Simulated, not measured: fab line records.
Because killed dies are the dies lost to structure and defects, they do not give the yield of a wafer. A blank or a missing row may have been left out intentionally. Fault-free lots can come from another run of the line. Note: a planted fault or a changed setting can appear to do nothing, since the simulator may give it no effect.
Matching of chambers	flow sky130	cmp-02 running SKY_VIA3_CMP_24: 4 sister chambers
The step polishes, stops on SiO2, t overpolish 20 s, target thk 0 nm. 36 wafers are shown with their chamber, then 12 later ones without.

EACH WAFER AND ITS CHAMBER
wafer	chamber	motor-current-A (A)	time-to-endpoint-s (s)	edge-zone-pressure-frac
L074.2	2	13.6	95	1.007
L074.4	1	10.5	91	1.003
L074.5	2	13.0	94	1.014
L075.3	3	10.7	96	0.997
L075.5	3	10.7	98	0.998
L075.6	0	10.3	91	0.995
L076.1	0	10.9	85	0.998
L076.3	3	11.0	97	1.001
L076.5	0	11.3	89	1.002
L077.1	1	10.5	94	0.995
L077.5	0	11.4	93	1.007
L077.6	1	10.1	94	0.987
L078.4	3	11.1	98	0.995
L078.5	3	11.1	97	1.007
L078.6	2	13.2	93	0.997
L079.2	1	11.0	94	0.997
L079.5	3	10.4	93	1.001
L079.6	2	12.6	93	1.001
L080.2	1	10.6	98	0.999
L080.4	3	11.0	102	1.009
L080.5	2	12.3	98	1.004
L081.4	2	13.3	94	1.004
L081.5	3	10.8	98	0.997
L081.6	2	13.2	98	1.002
L083.1	3	11.0	101	0.998
L083.5	2	12.3	99	1.002
L083.6	3	10.8	102	1.002
L084.1	2	13.1	96	1.009
L084.3	3	11.3	100	1.001
L084.4	0	10.6	94	1.000
L085.1	1	10.3	91	0.998
L085.3	3	11.0	95	0.999
L085.4	0	10.9	90	1.008
L086.1	2	12.4	95	1.000
L086.3	3	10.7	95	1.007
L086.5	3	11.6	95	1.003

SIGNATURES, as means of the wafers listed above
reading	chamber 0	chamber 1	chamber 2	chamber 3	scatter within a chamber
motor-current-A	10.900	10.500	12.900	10.943	0.371
time-to-endpoint-s	90.33	93.67	95.50	97.64	2.67
edge-zone-pressure-frac	1.00167	0.99650	1.00400	1.00107	0.00474
Rule: for a wafer and a chamber, the distance is found by dividing, reading by reading, the gap between the wafer's reading and the chamber's mean by the reading's scatter, squaring, summing and taking the root. The wafer belongs to the nearest chamber; if the next one is less than 2 further off, it can't be placed. The scatter is the square root of a quotient: the sum, over the shown wafers, of each reading's squared deviation from its chamber's mean, divided by wafers minus chambers.

WAFERS WITHOUT THEIR CHAMBER
wafer	motor-current-A (A)	time-to-endpoint-s (s)	edge-zone-pressure-frac
L088.2	9.9	99	1.005
L088.4	10.7	92	1.004
L088.6	10.7	97	1.008
L093.1	9.7	97	1.005
L093.3	10.6	94	1.001
L093.4	11.9	98	1.002
L095.1	13.5	97	1.012
L095.4	10.9	94	0.998
L095.5	13.6	99	1.003
L096.2	10.8	100	0.998
L096.4	10.3	97	1.006
L096.5	10.4	100	0.998

CHAMBER TAKEN BY EACH
wafer	from the rows above	in truth
L088.2	can't be placed: 3 or 1 or 0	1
L088.4	can't be placed: 0 or 1 or 3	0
L088.6	can't be placed: 3 or 1 or 0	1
L093.1	can't be placed: 1 or 3 or 0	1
L093.3	can't be placed: 1 or 0 or 3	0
L093.4	can't be placed: 3 or 2 or 0 or 1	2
L095.1	2	2
L095.4	can't be placed: 1 or 3 or 0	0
L095.5	2	2
L096.2	can't be placed: 3 or 1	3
L096.4	can't be placed: 3 or 1 or 0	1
L096.5	can't be placed: 3 or 1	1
2 of 12 placed correctly. Cannot be placed on the basis of these rows: 10; the candidates contain the true chamber in 10. Wrongly placed: 0.
